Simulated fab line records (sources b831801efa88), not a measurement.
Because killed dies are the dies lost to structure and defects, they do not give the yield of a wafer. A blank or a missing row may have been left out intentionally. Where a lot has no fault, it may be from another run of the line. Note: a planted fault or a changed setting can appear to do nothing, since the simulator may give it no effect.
Chamber matching -- flow gf180mcu -- 4 sister chambers for GF_V4_CMP_26 on cmp-01
The step polishes, stops on SiO2, t overpolish 15 s, target thk 0 nm. 20 wafers are shown with their chamber, then 10 later ones without.

== WAFERS PAIRED WITH THEIR CHAMBERS ==
wafer,chamber,motor-current-A (A),time-to-endpoint-s (s),platen-rpm (rpm)
L075.4,1,10.7,80,59.99
L075.5,3,9.6,78,59.93
L075.6,0,11.5,74,60.00
L074.1,0,11.9,69,60.03
L074.3,2,9.8,80,60.05
L074.6,2,9.6,77,60.03
L076.1,2,9.8,83,60.01
L076.3,0,11.5,73,59.96
L076.4,1,11.1,83,59.97
L077.1,1,11.0,82,59.90
L077.5,0,11.4,76,60.07
L077.6,3,9.7,82,59.97
L078.1,1,10.5,80,59.97
L078.2,3,9.5,84,59.99
L078.4,0,11.3,76,60.02
L081.1,1,10.6,84,60.00
L081.2,3,9.7,86,59.93
L081.3,0,11.4,78,60.02
L083.2,3,9.8,85,59.99
L083.4,2,9.5,82,60.00

SIGNATURES (averages over the wafers above)
reading,chamber 0,chamber 1,chamber 2,chamber 3,scatter within a chamber
motor-current-A,11.500,10.780,9.675,9.660,0.195
time-to-endpoint-s,74.33,81.80,80.50,83.00,2.77
platen-rpm,60.0167,59.9660,60.0225,59.9620,0.0334
Rule: a wafer lies at a distance from a chamber equal to the root of the sum of squares, over the readings, of (its reading less the chamber's mean, divided by the reading's scatter). The wafer belongs to the nearest chamber; if the next one is less than 2 further off, it can't be placed. The scatter is the square root of a quotient: the sum, over the shown wafers, of each reading's squared deviation from its chamber's mean, divided by wafers minus chambers.

== WAFERS WITH NO CHAMBER GIVEN ==
wafer,motor-current-A (A),time-to-endpoint-s (s),platen-rpm (rpm)
L083.6,11.1,85,59.93
L084.2,11.5,74,60.01
L084.3,9.9,84,59.99
L084.5,11.0,82,59.99
L085.3,9.2,82,60.03
L085.4,9.2,85,59.98
L085.6,11.7,75,60.07
L090.1,9.8,90,59.99
L090.3,9.3,85,60.11
L090.5,9.2,88,60.00

== CHAMBER TAKEN BY EACH ==
wafer,from the rows above,in truth
L083.6,1,1
L084.2,0,0
L084.3,can't be placed: 3 or 2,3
L084.5,1,1
L085.3,can't be placed: 2 or 3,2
L085.4,can't be placed: 3 or 2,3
L085.6,0,0
L090.1,can't be placed: 3 or 2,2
L090.3,can't be placed: 2 or 3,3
L090.5,can't be placed: 3 or 2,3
Correct placement for 4 of the 10. These rows do not allow placing 6 (true chamber among the candidates in 6). Placed wrongly: 0.
